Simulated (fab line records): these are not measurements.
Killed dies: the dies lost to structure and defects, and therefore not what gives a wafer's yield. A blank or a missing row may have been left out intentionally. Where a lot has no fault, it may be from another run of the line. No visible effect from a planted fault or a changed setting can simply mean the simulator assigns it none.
Split-lot experiment :: flow sky130 :: 23 wafers read from 5 lots, route of 708 steps

## SPLIT DETAILS
At SKY_VIA2_HDPCVD_00 (deposits SiO2, target thk 1180 nm, time 196.7 s), the setting sih4FlowSccm was moved away from the recipe's 60 sccm on 4 of the 23 wafers read, by -5.2% to +11.7%. This setting was run at the recipe's value on the other wafers.

Between the split and the reading, the file records no step.

## THE READING
VIA2_HDPCVD_THK at SKY_VIA2_THK_MEAS_01, in nm. Fault-free wafers of this fab line usually give 1176 nm, standard deviation 15 nm.

wafer: L075.1
tool, chamber at the split: hdpcvd-02, 2,0,0
sih4FlowSccm as run, sccm: 60
against the recipe: recipe
VIA2_HDPCVD_THK, nm: 1155
against lot-mates on the recipe: -

wafer: L075.2
tool, chamber at the split: hdpcvd-02, 2,0,0
sih4FlowSccm as run, sccm: 60
against the recipe: recipe
VIA2_HDPCVD_THK, nm: 1197
against lot-mates on the recipe: -

wafer: L075.4
tool, chamber at the split: hdpcvd-02, 2,1
sih4FlowSccm as run, sccm: 67.05
against the recipe: +11.7%
VIA2_HDPCVD_THK, nm: 1295
against lot-mates on the recipe: +115

wafer: L075.5
tool, chamber at the split: hdpcvd-02, 2,1
sih4FlowSccm as run, sccm: 67.05
against the recipe: +11.7%
VIA2_HDPCVD_THK, nm: 1307
against lot-mates on the recipe: +127

wafer: L075.6
tool, chamber at the split: hdpcvd-02, 2,0,0
sih4FlowSccm as run, sccm: 60
against the recipe: recipe
VIA2_HDPCVD_THK, nm: 1189
against lot-mates on the recipe: -

wafer: L078.1
tool, chamber at the split: hdpcvd-02, 1,0,2
sih4FlowSccm as run, sccm: 60
against the recipe: recipe
VIA2_HDPCVD_THK, nm: 1163
against lot-mates on the recipe: -

wafer: L078.4
tool, chamber at the split: hdpcvd-02, 1,0,2
sih4FlowSccm as run, sccm: 60
against the recipe: recipe
VIA2_HDPCVD_THK, nm: 1181
against lot-mates on the recipe: -

wafer: L078.6
tool, chamber at the split: hdpcvd-02, 1,0,2
sih4FlowSccm as run, sccm: 60
against the recipe: recipe
VIA2_HDPCVD_THK, nm: 1140
against lot-mates on the recipe: -

wafer: L079.1
tool, chamber at the split: hdpcvd-02, 0,2,0,1,2
sih4FlowSccm as run, sccm: 60
against the recipe: recipe
VIA2_HDPCVD_THK, nm: 1187
against lot-mates on the recipe: -

wafer: L079.3
tool, chamber at the split: hdpcvd-02, 0,2,0,1,2
sih4FlowSccm as run, sccm: 60
against the recipe: recipe
VIA2_HDPCVD_THK, nm: 1152
against lot-mates on the recipe: -

wafer: L079.4
tool, chamber at the split: hdpcvd-02, 0,2,0,1,2
sih4FlowSccm as run, sccm: 60
against the recipe: recipe
VIA2_HDPCVD_THK, nm: 1194
against lot-mates on the recipe: -

wafer: L079.5
tool, chamber at the split: hdpcvd-02, 0,2,0,1,2
sih4FlowSccm as run, sccm: 60
against the recipe: recipe
VIA2_HDPCVD_THK, nm: 1167
against lot-mates on the recipe: -

wafer: L079.6
tool, chamber at the split: hdpcvd-02, 0,2,0,1,2
sih4FlowSccm as run, sccm: 60
against the recipe: recipe
VIA2_HDPCVD_THK, nm: 1160
against lot-mates on the recipe: -

wafer: L084.1
tool, chamber at the split: hdpcvd-01, 0,2
sih4FlowSccm as run, sccm: 56.85
against the recipe: -5.2%
VIA2_HDPCVD_THK, nm: 1116
against lot-mates on the recipe: -68

wafer: L084.3
tool, chamber at the split: hdpcvd-01, 1,1,0
sih4FlowSccm as run, sccm: 60
against the recipe: recipe
VIA2_HDPCVD_THK, nm: 1187
against lot-mates on the recipe: -

wafer: L084.4
tool, chamber at the split: hdpcvd-01, 0,2
sih4FlowSccm as run, sccm: 56.85
against the recipe: -5.2%
VIA2_HDPCVD_THK, nm: 1112
against lot-mates on the recipe: -72

wafer: L084.5
tool, chamber at the split: hdpcvd-01, 1,1,0
sih4FlowSccm as run, sccm: 60
against the recipe: recipe
VIA2_HDPCVD_THK, nm: 1184
against lot-mates on the recipe: -

wafer: L084.6
tool, chamber at the split: hdpcvd-01, 1,1,0
sih4FlowSccm as run, sccm: 60
against the recipe: recipe
VIA2_HDPCVD_THK, nm: 1180
against lot-mates on the recipe: -

wafer: L085.1
tool, chamber at the split: hdpcvd-02, 2,0,1,2,1
sih4FlowSccm as run, sccm: 60
against the recipe: recipe
VIA2_HDPCVD_THK, nm: 1171
against lot-mates on the recipe: -

wafer: L085.2
tool, chamber at the split: hdpcvd-02, 2,0,1,2,1
sih4FlowSccm as run, sccm: 60
against the recipe: recipe
VIA2_HDPCVD_THK, nm: 1192
against lot-mates on the recipe: -

wafer: L085.3
tool, chamber at the split: hdpcvd-02, 2,0,1,2,1
sih4FlowSccm as run, sccm: 60
against the recipe: recipe
VIA2_HDPCVD_THK, nm: 1176
against lot-mates on the recipe: -

wafer: L085.4
tool, chamber at the split: hdpcvd-02, 2,0,1,2,1
sih4FlowSccm as run, sccm: 60
against the recipe: recipe
VIA2_HDPCVD_THK, nm: 1159
against lot-mates on the recipe: -

wafer: L085.6
tool, chamber at the split: hdpcvd-02, 2,0,1,2,1
sih4FlowSccm as run, sccm: 60
against the recipe: recipe
VIA2_HDPCVD_THK, nm: 1175
against lot-mates on the recipe: -
The file does not say which wafer passed through which chamber wherever a row lists several chambers: such a row stands for several wafers.

THE FIT
A straight line over all 23 wafers: VIA2_HDPCVD_THK changes by +10.9 nm for each +1% of sih4FlowSccm; r = +0.94; the points scatter about the line by 15 nm.
The same after taking each lot's own level away (the mean of its wafers on the recipe; 23 wafers): +10.8 nm for each +1%; r = +0.95; scatter 14 nm.
According to that fit, moving sih4FlowSccm by its largest amount changes the reading by 1.3e+02 nm.
The span of the lots' own levels, 1161.3 to 1183.7 nm, comes to 1.5 times the standard deviation stated above.
The two slopes are in agreement: the lot-to-lot level therefore moves the slope only a little.
Check: with one of the wafers moved furthest among these (+11.7%) left out of the fit, the line predicts +134 nm for it against its lot-mates. Against them it came out at +115 nm.

## OTHER SPLITS ON THESE WAFERS
Other splits were also applied to these wafers ahead of the reading. Each is held against what the fit with the lots' levels taken away leaves over:
other split on the same wafers: SKY_CONTACT_STRIP_19 powerW
wafers away from the commonest value: 12
r with VIA2_HDPCVD_THK (lot level and that fit taken away): +0.06

other split on the same wafers: SKY_METAL1_COAT_09 resistThkNm
wafers away from the commonest value: 7
r with VIA2_HDPCVD_THK (lot level and that fit taken away): -0.09

other split on the same wafers: SKY_VIA1_HDPCVD_00 sih4FlowSccm
wafers away from the commonest value: 7
r with VIA2_HDPCVD_THK (lot level and that fit taken away): -0.14

other split on the same wafers: SKY_VIA1_SPUTTER_20 chamberPressurePa
wafers away from the commonest value: 18
r with VIA2_HDPCVD_THK (lot level and that fit taken away): -0.12

other split on the same wafers: SKY_METAL2_SPUTTER_04 powerW
wafers away from the commonest value: 9
r with VIA2_HDPCVD_THK (lot level and that fit taken away): -0.01

## FILE'S OWN FIT
VIA2_HDPCVD_THK changes by +10.8 nm for each +1% of sih4FlowSccm, r = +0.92.
